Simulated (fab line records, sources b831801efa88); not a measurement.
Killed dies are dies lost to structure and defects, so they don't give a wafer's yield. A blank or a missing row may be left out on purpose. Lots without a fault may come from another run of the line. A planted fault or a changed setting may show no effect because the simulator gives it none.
A struck lot beside a sound one | flow sky130 | 27 steps out of a route of 708
Sound: wafers L960.2, L960.3, L960.4. Struck: wafer L964.6. (L964.2 of the same lot was not struck and is left out.) The cause comes at the end.
At each step with rows: each side's tool, then ch and its chambers, then its first start. Under that, the readings that differ: sound wafers | struck wafers | difference of the means | sigmas: that difference in standard deviations of wafers without a fault.
alike: readings whose means differ by less than 2 such deviations, and words and numbers that are the same on both sides. not compared: withheld readings, readings that some wafer has no value for, bounds like >300 that may hide the same value, and numbers for which the record gives no deviation and whose values overlap.
The two part at a step that has a row with sigmas, a row that says differs or no value, or rows on one side only. Numbers that don't overlap but have no deviation are shown without sigmas and don't part them. A reading that every wafer of one side lacks parts them only if that side has two wafers or more.

first, 2 steps without rows for these wafers: SKY_LDD_LDN_PEB_05; SKY_LDD_LDN_DEVELOP_06 (develop time 60 s).
SKY_LDD_LDN_OVL_MEAS_07:
  sound on overlay-01, day 24 07:39; struck on overlay-02, day 25 07:51
  alike: LDD_LDN_OVL
then, 4 steps without rows for these wafers: SKY_LDD_LDN_IMPLANT_08; SKY_LDD_LDN_IMPLANT_09; SKY_LDD_LDN_IMPLANT_10; SKY_LDD_LDN_IMPLANT_11.
SKY_LDD_LDN_STRIP_12: strips in O2/N2.
  sound on plasma_asher-04 ch 0,1, day 24 08:17; struck on plasma_asher-02 ch 1, day 25 08:29
  reading                     | sound       | struck | difference | sigmas
  drypump_motor_current_A (A) | 5.1 5.6 5.1 | 6.4    | +1.1       | +2
  alike: n2_flow_sccm, oes_product_au, strip_time_to_endpoint_s
  not compared: rf_hours_counter_h
SKY_LDD_LDN_TW_MEAS_13:
  sound on film_metro-01, day 24 08:23; struck on film_metro-01, day 25 08:35
  alike: LDD_LDN_TW
then, 2 steps without rows for these wafers: SKY_LDD_LDN_CLEAN_14 (cleans in SC1/SC2, time 150 s); SKY_SPACER_CVD_00 (deposits Si3N4 from DCS/NH3, target thk 43.1 nm, time 740 s).
SKY_SPACER_THK_MEAS_01:
  sound on film_metro-04, day 24 09:44; struck on film_metro-01, day 25 10:31
  reading                | sound          | struck | difference | sigmas
  SPACER_CVD_00_THK (nm) | 42.5 42.9 42.7 | 43.6   | +0.9       | +2
SKY_SPACER_ETCHBACK_02: etches Si3N4 in CH3F/O2, stops on SiO2, time 46.7 s, target depth 45 nm.
  sound on rie_diel-01 ch 1,2,3, day 24 09:47; struck on rie_diel-01 ch 0, day 25 10:34
  reading                                    | sound             | struck | difference | sigmas
  model.SiO2_of_SONOS_ONO_CVD_04.thk_nm (nm) | 4.153 4.321 4.193 | 2.285  | -1.937     |
  alike: drypump_motor_current_A, oes_product_au, throttle_valve_pct
  not compared: rf_hours_counter_h
then, 8 steps without rows for these wafers: SKY_POLY_CUT_DEHYDRATE_00 (time 60 s); SKY_POLY_CUT_HMDS_01 (prime time 60 s); SKY_POLY_CUT_COAT_02 (resist thk 60 nm); SKY_POLY_CUT_COAT_03 (resist thk 450 nm); SKY_POLY_CUT_SOFTBAKE_04 (time 90 s); SKY_POLY_CUT_EXPOSE_05 (exposes mask NPCM, target cd 270 nm); SKY_POLY_CUT_PEB_06; SKY_POLY_CUT_DEVELOP_07 (develop time 60 s).
SKY_POLY_CUT_CD_MEAS_08: target cd 270 nm.
  sound on cd_sem-01, day 25 14:44; struck on cd_sem-01, day 26 15:46
  alike: cd_nm
SKY_POLY_CUT_OVL_MEAS_09:
  sound on overlay-01, day 25 14:50; struck on overlay-01, day 26 15:52
  reading           | sound    | struck | difference | sigmas
  POLY_CUT_OVL (nm) | -2 -4 -2 | -18    | -15        | -3
SKY_POLY_CUT_ETCH_10: etches BARC in N2/H2, stops on SiO2, time 45.9 s, target depth 60 nm.
  sound on rie_diel-04 ch 0,1,2, day 25 14:52; struck on rie_diel-04 ch 0, day 26 15:54
  alike: drypump_motor_current_A, n2_flow_sccm, oes_product_au, throttle_valve_pct
  not compared: rf_hours_counter_h
SKY_POLY_CUT_ETCH_11: etches Si3N4 in CF4/CH2F2/Ar, stops on poly-Si, time 42.5 s, target depth 60 nm.
  sound on rie_diel-04 ch 0,1,2, day 25 14:54; struck on rie_diel-04 ch 0, day 26 15:56
  reading                              | sound             | struck | difference | sigmas
  oes_product_au (a.u.)                | 0.826 0.829 0.830 | 0.795  | -0.033     | -5
  model.etch.depth_nm (nm)             | 61.47 61.94 62.02 | 56.52  | -5.29      |
  model.POLY_CUT.feature_depth_nm (nm) | 61.47 61.94 62.02 | 56.52  | -5.29      |
  alike: drypump_motor_current_A, throttle_valve_pct
  not compared: rf_hours_counter_h
SKY_POLY_CUT_STRIP_12: strips in O2/N2.
  sound on plasma_asher-02 ch 0,1, day 25 14:56; struck on plasma_asher-02 ch 0, day 26 15:59
  alike: drypump_motor_current_A, n2_flow_sccm, oes_product_au, strip_time_to_endpoint_s
  not compared: rf_hours_counter_h
-- the record jumps here: 21 days lie between the struck wafers' starts before and after (it left off in module POLY_CUT and takes up again in module PAD_OPEN, whose first step shown is number 708 of the route) --
SKY_PAD_OPEN_PROBE_99:
  sound on prober-02, day 46 20:28; struck on prober-01, day 47 15:01
  reading                                 | sound             | struck | difference | sigmas
  model.etest.pfet_01v8.r_on_ohm_um       | 2810 2851 2831    | 2870   | +39        |
  model.etest.res_pdiff.line_ohm_um       | 1342 1358 1363    | 1262   | -92        |
  model.etest.res_ndiff.line_ohm_um       | 747.7 754.2 752.7 | 730.5  | -21.0      |
  model.etest.sonos_uncharged.r_on_ohm_um | 804 818.4 810.7   | 782.1  | -28.9      |
  model.etest.pfet_01v8.drive_ua_um       | 198.3 196.6 196.8 | 198.9  | +1.7       |
  model.etest.res_pdiff.rs_ohm_sq         | 196.5 196.1 196.9 | 182.6  | -13.9      |
  not compared: model.etest.sram_pfet_latch.drive_ua_um, model.etest.pfet_01v8_hvt.drive_ua_um

WHERE THEY PART
First at SKY_LDD_LDN_STRIP_12; last, within this record, at SKY_POLY_CUT_ETCH_11. Later steps at which nothing parts them and some readings are alike: SKY_POLY_CUT_STRIP_12.

WHY: what the simulator had put in
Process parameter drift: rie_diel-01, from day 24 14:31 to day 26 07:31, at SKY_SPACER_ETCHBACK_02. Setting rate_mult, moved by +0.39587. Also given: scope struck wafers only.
